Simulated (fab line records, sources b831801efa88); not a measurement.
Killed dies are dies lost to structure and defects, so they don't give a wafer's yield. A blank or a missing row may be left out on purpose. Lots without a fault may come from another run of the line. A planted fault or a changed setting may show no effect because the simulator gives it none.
fab line records | flow gf180mcu | part 1 of 2: steps 1 to 23 of 32
record lots=5 wafers=15 last_day=34
route steps=602 shown M1@320 V1@335
lots that met no fault: from a run of the same line without faults
start_h: hours from the record's first day to the start of the lot's first wafer shown | wait_h: hours since the lot's step before | " the same as in the row above | L1.1+2: a row that stands for several wafers | - no value, or no start given | * or withheld: withheld | < > ~ a bound
route shown NAME@n: a module of which the file shows steps, and the number in the route of the first | usual: mean/standard deviation of fault-free wafers | same: alike in all rows | chamber/n: place in a boat | sites: the reading at each site | _std_site: their standard deviation | _edge_site: outer sites' mean less inner sites' | radius_mm: how far each site lies from the wafer's centre | mask NAME#n: copy n | behind: the tool/chamber that last shaped the wafer | hold: why the lot was held/for how many hours/how that ended | device: the transistor (n, p or np) that didn't switch | end of line: the same wafers' tests at the end of the route | a step without rows: its recipe alone | killed: dies lost to structure and defects at the first sort, not the wafer's yield | map: a wafer's dies, x killed, . not, _ none there
set.NAME: the setting as run; set.NAME@STEP: as run at that earlier step | model.NAME: the simulator's own value behind a step, which no gauge read
lots at some steps of the route; a table a step, a row a wafer
services: from which hour (start_h, from the record's first day; less than 0 if before it) a tool's chamber was out of use, for how many hours, and why
## steps
# step GF_M1_RS_MEAS_05
# recipe thk_meas_gauge=four-point-probe reads=TiN_of_M1_SPUTTER_04+Ti_of_M1_SPUTTER_03+AlCu_of_M1_SPUTTER_02+TiN_of_M1_SPUTTER_01+Ti_of_M1_SPUTTER_00
# usual M1_ALCU_RS=0.0696/0.00084
# columns lot.wafer tool chamber start_h wait_h M1_ALCU_RS[ohm/sq]
L082.1 film_metro-02 - 459.02 0.0 0.0699
L082.2 " - " " 0.0698
L082.6 " - " " 0.0700
L083.3 film_metro-04 - 463.36 0.1 0.0670
L083.4 " - " " 0.0676
L083.6 " - " " 0.0682
L086.1 film_metro-01 - 466.80 0.0 0.0695
L086.3 " - " " 0.0696
L086.5 " - " " 0.0703
L088.2 film_metro-01 - 502.63 0.0 0.0694
L088.3 " - " " 0.0700
L088.5 " - " " 0.0711
L094.2 film_metro-01 - 550.01 0.0 0.0696
L094.4 " - " " 0.0688
L094.6 " - " " 0.0699
# step GF_M1_THK_MEAS_06
# recipe thk_meas_gauge=xrf reads=AlCu_of_M1_SPUTTER_02
# usual M1_ALCU_THK=446/5.8
# columns lot.wafer tool chamber start_h wait_h M1_ALCU_THK[nm]
L082.1 film_metro-02 - 459.14 0.1 443
L082.2 " - " " 442
L082.6 " - " " 441
L083.3 film_metro-04 - 463.46 0.1 460
L083.4 " - " " 457
L083.6 " - " " 449
L086.1 film_metro-01 - 466.92 0.1 446
L086.3 " - " " 445
L086.5 " - " " 441
L088.2 film_metro-01 - 502.74 0.1 446
L088.3 " - " " 441
L088.5 " - " " 438
L094.2 film_metro-01 - 550.12 0.1 448
L094.4 " - " " 456
L094.6 " - " " 447
# step GF_M1_DEHYDRATE_07
# recipe temp_c=200 time_s=60
# usual exhaust_pa=45.0/0.99 heater_power_total_W=160.39/0.13 resist_line_temp_C=23.00/0.1
# columns lot.wafer tool chamber start_h wait_h exhaust_pa heater_power_total_W resist_line_temp_C
L082.1 litho_track-02 0 469.90 10.7 44.5 160.53 23.03
L082.2 " 0 " " 44.8 160.39 22.96
L082.6 " 0 " " 44.9 160.38 23.10
L083.3 litho_track-04 0 474.63 11.2 44.9 160.36 22.99
L083.4 " 0 " " 44.5 160.31 22.87
L083.6 " 0 " " 44.2 160.36 23.01
L086.1 litho_track-01 0 477.77 10.8 45.1 160.34 23.08
L086.3 " 0 " " 43.2 160.33 23.06
L086.5 " 0 " " 45.2 160.38 22.99
L088.2 litho_track-02 0 514.37 11.6 45.6 160.55 23.07
L088.3 " 0 " " 45.0 160.51 23.00
L088.5 " 0 " " 45.2 160.35 22.95
L094.2 litho_track-01 0 560.54 10.4 44.3 160.55 22.98
L094.4 " 0 " " 45.5 160.30 22.89
L094.6 " 0 " " 44.7 160.42 22.88
# step GF_M1_HMDS_08
# recipe prime_time_s=60 prime_temp_c=120
# usual exhaust_pa=45.1/0.85 resist_line_temp_C=23.01/0.11
# columns lot.wafer tool chamber start_h wait_h exhaust_pa resist_line_temp_C
L082.1 litho_track-02 0 470.05 0.1 44.4 23.10
L082.2 " 0 " " 45.2 23.13
L082.6 " 0 " " 44.4 23.06
L083.3 litho_track-04 0 474.78 0.1 45.1 23.17
L083.4 " 0 " " 45.3 23.20
L083.6 " 0 " " 46.4 23.23
L086.1 litho_track-01 0 477.92 0.1 45.3 22.87
L086.3 " 0 " " 44.7 23.10
L086.5 " 0 " " 44.9 22.98
L088.2 litho_track-02 0 514.52 0.1 43.8 23.08
L088.3 " 0 " " 45.9 22.97
L088.5 " 0 " " 44.9 22.80
L094.2 litho_track-01 0 560.69 0.1 46.1 22.96
L094.4 " 0 " " 45.7 22.96
L094.6 " 0 " " 45.0 22.90
# step GF_M1_COAT_09
# recipe resist=KrF spin_rpm=withheld resist_thk_nm=1000
# usual exhaust_pa=44.9/0.9 resist_line_temp_C=23.02/0.1
# columns lot.wafer tool chamber start_h wait_h exhaust_pa resist_line_temp_C
L082.1 litho_track-02 0 470.20 0.1 43.7 23.14
L082.2 " 0 " " 43.8 23.10
L082.6 " 0 " " 44.1 23.20
L083.3 litho_track-04 0 474.93 0.1 44.5 22.99
L083.4 " 0 " " 44.9 22.94
L083.6 " 0 " " 43.7 22.83
L086.1 litho_track-01 0 478.07 0.1 44.4 23.07
L086.3 " 0 " " 44.4 23.03
L086.5 " 0 " " 44.7 23.00
L088.2 litho_track-02 0 514.67 0.1 45.5 22.94
L088.3 " 0 " " 44.7 23.04
L088.5 " 0 " " 45.3 23.11
L094.2 litho_track-01 0 560.84 0.1 42.5 23.00
L094.4 " 0 " " 44.1 23.04
L094.6 " 0 " " 44.7 22.96
# step GF_M1_SOFTBAKE_10
# recipe temp_c=130 time_s=60 resist=KrF
# usual exhaust_pa=44.9/0.9 heater_power_total_W=93.05/0.054 resist_line_temp_C=23.01/0.11
# columns lot.wafer tool chamber start_h wait_h exhaust_pa heater_power_total_W resist_line_temp_C
L082.1 litho_track-02 0 470.35 0.1 45.0 92.99 23.06
L082.2 " 0 " " 46.1 93.00 23.05
L082.6 " 0 " " 46.6 93.11 22.87
L083.3 litho_track-04 0 475.08 0.1 44.9 93.08 22.95
L083.4 " 0 " " 45.6 92.98 23.07
L083.6 " 0 " " 44.5 93.07 22.91
L086.1 litho_track-01 0 478.22 0.1 44.9 93.02 23.05
L086.3 " 0 " " 44.7 93.07 23.01
L086.5 " 0 " " 45.0 93.09 23.19
L088.2 litho_track-02 0 514.82 0.1 44.1 92.99 22.99
L088.3 " 0 " " 44.4 93.11 22.84
L088.5 " 0 " " 45.4 93.00 23.01
L094.2 litho_track-01 0 560.99 0.1 46.5 93.01 22.84
L094.4 " 0 " " 46.4 93.11 23.10
L094.6 " 0 " " 47.0 93.08 23.04
# step GF_M1_EXPOSE_11
# recipe mask_id=Metal1 target_cd_nm=230 na=0.68 source_shape=conventional sigma_outer=0.6 dose_mj=28
# same na=0.68
# columns lot.wafer tool chamber start_h wait_h mask
L082.1+2+6 krf_scanner-02 0 - - Metal1#0
L083.3+4+6 krf_scanner-01 0 - - Metal1#0
L086.1+3+5 krf_scanner-01 0 - - Metal1#0
L088.2+3+5 krf_scanner-01 0 - - Metal1#0
L094.2+4+6 krf_scanner-02 0 - - Metal1#0
# step GF_M1_PEB_12
# recipe peb_temp_c=135 peb_time_s=90 resist=KrF
# usual exhaust_pa=44.9/1 heater_power_total_W=85.70/0.078 resist_line_temp_C=22.98/0.11
# same peb_time_s=90
# columns lot.wafer tool chamber start_h wait_h exhaust_pa heater_power_total_W resist_line_temp_C
L082.1 litho_track-02 0 - - 45.5 85.66 23.00
L082.2 " 0 " " 45.1 85.61 22.87
L082.6 " 0 " " 45.9 85.66 23.13
L083.3 litho_track-01 0 - - 45.5 85.65 23.01
L083.4 " 0 " " 45.6 85.86 23.07
L083.6 " 0 " " 45.5 85.64 23.04
L086.1 litho_track-04 0 - - 46.3 85.62 23.09
L086.3 " 0 " " 45.7 85.72 23.17
L086.5 " 0 " " 45.2 85.68 23.12
L088.2 litho_track-01 0 - - 44.1 85.73 23.14
L088.3 " 0 " " 45.3 85.64 22.99
L088.5 " 0 " " 44.5 85.55 23.01
L094.2 litho_track-02 0 - - 43.3 85.79 22.91
L094.4 " 0 " " 43.9 85.72 23.03
L094.6 " 0 " " 44.4 85.68 22.97
# step GF_M1_DEVELOP_13
# recipe develop_time_s=60 dev_temp_c=21
# usual exhaust_pa=44.9/0.82 resist_line_temp_C=22.98/0.11
# columns lot.wafer tool chamber start_h wait_h exhaust_pa resist_line_temp_C
L082.1 litho_track-02 0 482.65 0.2 44.2 22.91
L082.2 " 0 " " 44.3 23.05
L082.6 " 0 " " 45.1 23.06
L083.3 litho_track-01 0 486.42 0.1 44.2 23.10
L083.4 " 0 " " 45.6 23.07
L083.6 " 0 " " 44.9 22.97
L086.1 litho_track-04 0 490.58 0.2 45.2 23.02
L086.3 " 0 " " 45.5 22.99
L086.5 " 0 " " 45.5 22.99
L088.2 litho_track-01 0 526.24 0.2 45.2 22.97
L088.3 " 0 " " 45.3 23.13
L088.5 " 0 " " 45.3 23.03
L094.2 litho_track-02 0 571.52 0.2 46.2 23.14
L094.4 " 0 " " 46.5 23.03
L094.6 " 0 " " 43.9 22.97
# step GF_M1_CD_MEAS_14
# recipe target_cd_nm=230
# usual cd_nm=229.6/1.1
# columns lot.wafer tool chamber start_h wait_h cd_nm
L082.1 cd_sem-01 - 482.80 0.1 228.2
L082.2 " - " " 229.9
L082.6 " - " " 228.2
L083.3 cd_sem-01 - 486.56 0.1 231.1
L083.4 " - " " 229.8
L083.6 " - " " 231.0
L086.1 cd_sem-01 - 490.73 0.1 230.4
L086.3 " - " " 231.2
L086.5 " - " " 231.1
L088.2 cd_sem-01 - 526.39 0.1 229.3
L088.3 " - " " 228.6
L088.5 " - " " 228.5
L094.2 cd_sem-01 - 571.67 0.1 228.1
L094.4 " - " " 229.2
L094.6 " - " " 229.3
# step GF_M1_OVL_MEAS_15
# usual M1_OVL=1/5.5
# columns lot.wafer tool chamber start_h wait_h M1_OVL[nm]
L082.1 overlay-01 - 482.92 0.1 7
L082.2 " - " " 10
L082.6 " - " " 4
L083.3 overlay-01 - 486.65 0.1 -5
L083.4 " - " " 1
L083.6 " - " " 5
L086.1 overlay-02 - 490.85 0.1 -4
L086.3 " - " " -8
L086.5 " - " " -5
L088.2 overlay-01 - 526.50 0.1 2
L088.3 " - " " 8
L088.5 " - " " -4
L094.2 overlay-02 - 571.77 0.1 -3
L094.4 " - " " 0
L094.6 " - " " 0
# step GF_M1_METAL_ETCH_16
# recipe chemistry=Cl2/BCl3 mask_material=KrF target_depth_nm=627.5 stop_on=SiO2 pressure_mtorr=8 icp_w=800 bias_w=140 Cl2_flow_sccm=80 bcl3_flow_sccm=40 time_s=104.6
# usual drypump_motor_current_A=5.8/0.6 oes_product_au=0.972/0.007 rf_fwd_power_W=795.9/2.7 throttle_valve_pct=28.250/0.01
# columns lot.wafer tool chamber start_h wait_h drypump_motor_current_A oes_product_au rf_fwd_power_W rf_hours_counter_h throttle_valve_pct
L082.1 rie_metal-04 0 482.95 0.0 5.5 0.959 793.4 9 28.262
L082.2 " 1 " " 5.3 0.962 798.8 11 28.260
L082.6 " 0 " " 5.5 0.963 793.1 - 28.248
L083.3 rie_metal-04 0 486.75 0.1 5.5 0.967 794.2 - 28.237
L083.4 " 0 " " 5.5 0.980 797.7 - 28.248
L083.6 " 0 " " 5.5 0.969 798.3 - 28.235
L086.1 rie_metal-02 0 490.89 0.0 6.4 0.972 797.8 13 28.258
L086.3 " 0 " " 6.4 0.976 794.3 - 28.247
L086.5 " 0 " " 6.4 0.972 794.3 - 28.247
L088.2 rie_metal-04 0 526.53 0.0 5.5 0.976 796.8 10 28.242
L088.3 " 1 " " 5.3 0.961 795.7 - 28.259
L088.5 " 0 " " 5.5 0.961 792.1 - 28.254
L094.2 rie_metal-04 1 571.84 0.1 5.3 0.976 794.3 - 28.245
L094.4 " 1 " " 5.3 0.987 791.7 - 28.238
L094.6 " 1 " " 5.3 0.971 796.5 - 28.238
# step GF_M1_STRIP_17
# recipe chemistry=O2/N2 power_w=1400 pressure_mtorr=1500 platen_temp_c=250 o2_flow_sccm=3000 n2_flow_sccm=300 overash_fraction=0.5
# usual drypump_motor_current_A=5.7/0.31 heater_power_w=305/31 oes_product_au=0.557/0.0049 strip_time_to_endpoint_s=7.85/0.053
# columns lot.wafer tool chamber start_h wait_h drypump_motor_current_A heater_power_w oes_product_au rf_hours_counter_h strip_time_to_endpoint_s
L082.1 plasma_asher-01 0 483.07 0.1 5.4 333 0.557 36 7.94
L082.2 " 1 " " 6.0 304 0.563 36 7.94
L082.6 " 1 " " 6.0 307 0.554 - 7.94
L083.3 plasma_asher-02 1 486.93 0.1 6.1 340 0.564 - 7.97
L083.4 " 0 " " 5.9 303 0.557 - 7.97
L083.6 " 0 " " 5.9 297 0.561 - 7.97
L086.1 plasma_asher-03 1 491.11 0.2 5.4 258 0.556 59 7.83
L086.3 " 1 " " 5.4 258 0.560 - 7.85
L086.5 " 0 " " 5.8 253 0.562 - 7.87
L088.2 plasma_asher-02 0 526.64 0.1 5.9 314 0.561 99 7.89
L088.3 " 1 " " 6.1 338 0.552 - 7.74
L088.5 " 1 " " 6.1 325 0.556 - 7.84
L094.2 plasma_asher-01 0 572.03 0.1 5.3 339 0.556 45 7.81
L094.4 " 1 " " 6.0 292 0.554 - 7.83
L094.6 " 0 " " 5.3 345 0.551 - 7.83
# step GF_M1_STRIP_18
# recipe chemistry=post_etch_residue_remover time_s=1200 temp_c=72.5
# columns lot.wafer tool chamber start_h wait_h
L082.1+2+6 wet_bench-03 3 483.17 0.1
L083.3+4+6 wet_bench-02 2 487.00 0.0
L086.1+3+5 wet_bench-03 1 491.21 0.1
L088.2+3+5 wet_bench-03 0 526.74 0.1
L094.2+4+6 wet_bench-02 0 572.13 0.1
# step GF_M1_CLEAN_19
# recipe chemistry=DIW dry=n2_spin
# columns lot.wafer tool chamber start_h wait_h
L082.1+2+6 wet_bench-01 0 483.51 0.0
L083.3+4+6 wet_bench-03 1 487.34 0.0
L086.1+3+5 wet_bench-01 2 491.59 0.0
L088.2+3+5 wet_bench-01 2 527.08 0.0
L094.2+4+6 wet_bench-03 3 572.50 0.0
# step GF_V1_CVD_00
# recipe material=SiO2 target_thk_nm=600 sigma_open_frac=0.3 temp_c=400 time_s=100 sih4_flow_sccm=60 pressure_mtorr=6
# columns lot.wafer tool chamber start_h wait_h
L082.1+2+6 hdpcvd-01 2,0,1 483.60 0.0
L083.3+4+6 hdpcvd-01 0,0,1 487.44 0.0
L086.1+3+5 hdpcvd-01 2,1,0 491.68 0.0
L088.2+3+5 hdpcvd-02 2,0,1 527.26 0.0
L094.2+4+6 hdpcvd-02 0,2,1 572.59 0.0
# step GF_V1_THK_MEAS_01
# recipe reads=SiO2_of_V1_CVD_00
# usual V1_CVD_00_THK=601/7
# columns lot.wafer tool chamber start_h wait_h V1_CVD_00_THK[nm]
L082.1 film_metro-04 - 483.67 0.0 606
L082.2 " - " " 602
L082.6 " - " " 591
L083.3 film_metro-01 - 487.53 0.1 594
L083.4 " - " " 602
L083.6 " - " " 598
L086.1 film_metro-01 - 491.75 0.0 614
L086.3 " - " " 606
L086.5 " - " " 610
L088.2 film_metro-01 - 527.34 0.0 600
L088.3 " - " " 613
L088.5 " - " " 595
L094.2 film_metro-03 - 572.67 0.0 617
L094.4 " - " " 602
L094.6 " - " " 601
# step GF_V1_CVD_02
# recipe material=SiO2 target_thk_nm=850 precursor=TEOS temp_c=400 time_s=94.851 rf_w=600
# usual heater_power_w=671/87 rf_fwd_power_W=597.1/2
# columns lot.wafer tool chamber start_h wait_h heater_power_w rf_fwd_power_W since_wet_clean_h
L082.1 pecvd-03 1 483.73 0.1 710 598.8 101
L082.2 " 2 " " 701 594.3 101
L082.6 " 2 " " 577 592.6 -
L083.3 pecvd-01 2 487.61 0.1 844 595.9 -
L083.4 " 0 " " 584 594.0 -
L083.6 " 0 " " 613 593.8 -
L086.1 pecvd-03 2 491.81 0.1 720 594.6 109
L086.3 " 1 " " 635 600.3 109
L086.5 " 0 " " 619 597.3 -
L088.2 pecvd-03 2 527.39 0.0 711 597.9 145
L088.3 " 1 " " 640 599.3 145
L088.5 " 1 " " 723 600.1 -
L094.2 pecvd-03 1 572.72 0.0 720 597.0 190
L094.4 " 2 " " 708 593.5 -
L094.6 " 0 " " 779 599.6 -
# step GF_V1_THK_MEAS_03
# recipe reads=SiO2_of_V1_CVD_02
# usual V1_CVD_02_THK=846/11
# columns lot.wafer tool chamber start_h wait_h V1_CVD_02_THK[nm]
L082.1 film_metro-03 - 483.80 0.0 848
L082.2 " - " " 837
L082.6 " - " " 852
L083.3 film_metro-03 - 487.70 0.1 851
L083.4 " - " " 852
L083.6 " - " " 860
L086.1 film_metro-03 - 491.88 0.0 830
L086.3 " - " " 831
L086.5 " - " " 863
L088.2 film_metro-03 - 527.47 0.0 836
L088.3 " - " " 843
L088.5 " - " " 856
L094.2 film_metro-01 - 572.80 0.0 849
L094.4 " - " " 845
L094.6 " - " " 851
# step GF_V1_CMP_04
# recipe material=SiO2 down_force_psi=4 platen_rpm=60 pad_velocity_m_s=0.94248
# usual motor_current_A=12.0/1.1 retaining_ring_pressure_frac=1.000/0.0051 slurry_filter_dp_kPa=13.51/0.14 slurry_flow_ml_min=150.0/0.46 time_to_endpoint_s=78/5.3
# columns lot.wafer tool chamber start_h wait_h motor_current_A retaining_ring_pressure_frac slurry_filter_dp_kPa slurry_flow_ml_min time_to_endpoint_s
L082.1 cmp-01 3 483.96 0.1 10.9 1.004 13.37 150.0 76
L082.2 " 0 " " 12.9 0.993 13.45 149.5 74
L082.6 " 1 " " 11.8 1.001 13.57 150.0 76
L083.4 cmp-02 1 487.74 0.0 13.3 0.999 13.47 150.3 86
L083.3 " 2 " " 11.5 1.007 13.38 150.3 79
L083.6 " 2 " " 11.0 1.006 13.47 149.9 83
L086.3 cmp-01 2 492.04 0.1 10.4 1.000 13.47 149.4 62
L086.1 " 3 " " 10.8 1.004 13.55 149.7 66
L086.5 " 0 " " 12.4 0.996 13.42 150.5 79
L088.2 cmp-01 1 527.52 0.0 12.5 1.009 13.49 150.5 73
L088.3 " 0 " " 12.5 0.999 13.31 149.5 80
L088.5 " 1 " " 12.2 1.004 13.58 149.7 77
L094.2 cmp-01 1 572.88 0.1 12.7 0.995 13.59 150.7 74
L094.4 " 0 " " 13.0 1.004 13.41 149.8 77
L094.6 " 2 " " 10.6 0.994 13.57 149.5 73
# step GF_V1_BOW_MEAS_05
# recipe mode=bow
# usual V1_BOW=84/7.4
# columns lot.wafer tool chamber start_h wait_h V1_BOW[um]
L082.1 film_metro-03 - 484.16 0.1 70
L082.2 " - " " 85
L082.6 " - " " 80
L083.3 film_metro-01 - 488.08 0.2 81
L083.4 " - " " 82
L083.6 " - " " 91
L086.1 film_metro-01 - 492.24 0.1 90
L086.3 " - " " 89
L086.5 " - " " 94
L088.2 film_metro-01 - 527.84 0.3 82
L088.3 " - " " 86
L088.5 " - " " 89
L094.2 film_metro-04 - 573.20 0.3 98
L094.4 " - " " 84
L094.6 " - " " 87
# step GF_V1_DEHYDRATE_06
# recipe temp_c=200 time_s=60
# usual exhaust_pa=44.9/0.95 heater_power_total_W=160.38/0.13 resist_line_temp_C=22.99/0.11
# columns lot.wafer tool chamber start_h wait_h exhaust_pa heater_power_total_W resist_line_temp_C
L082.1 litho_track-04 0 495.83 11.7 44.8 160.35 23.09
L082.2 " 0 " " 45.4 160.36 23.11
L082.6 " 0 " " 45.9 160.39 23.05
L083.3 litho_track-03 0 499.68 11.6 45.9 160.33 22.87
L083.4 " 0 " " 44.4 160.52 22.89
L083.6 " 0 " " 46.1 160.18 22.87
L086.1 litho_track-01 0 503.72 11.5 45.1 160.33 23.18
L086.3 " 0 " " 46.1 160.31 22.86
L086.5 " 0 " " 45.9 160.55 22.88
L088.2 litho_track-01 0 537.79 9.9 44.9 160.43 23.07
L088.3 " 0 " " 45.3 160.34 22.93
L088.5 " 0 " " 45.2 160.35 23.22
L094.2 litho_track-04 0 582.71 9.5 43.1 160.54 22.94
L094.4 " 0 " " 44.3 160.33 22.85
L094.6 " 0 " " 43.7 160.47 22.93
# step GF_V1_HMDS_07
# recipe prime_time_s=60 prime_temp_c=120
# usual exhaust_pa=45.2/1.1 resist_line_temp_C=23.00/0.11
# columns lot.wafer tool chamber start_h wait_h exhaust_pa resist_line_temp_C
L082.1 litho_track-04 0 495.98 0.1 44.5 22.85
L082.2 " 0 " " 45.9 22.93
L082.6 " 0 " " 45.4 22.87
L083.3 litho_track-03 0 499.83 0.1 44.0 22.67
L083.4 " 0 " " 44.8 22.86
L083.6 " 0 " " 43.7 22.83
L086.1 litho_track-01 0 503.87 0.1 44.1 23.11
L086.3 " 0 " " 45.6 22.96
L086.5 " 0 " " 46.3 23.06
L088.2 litho_track-01 0 537.94 0.1 45.7 23.12
L088.3 " 0 " " 45.7 23.07
L088.5 " 0 " " 45.3 22.96
L094.2 litho_track-04 0 582.86 0.1 46.1 23.08
L094.4 " 0 " " 47.2 23.04
L094.6 " 0 " " 47.2 23.06
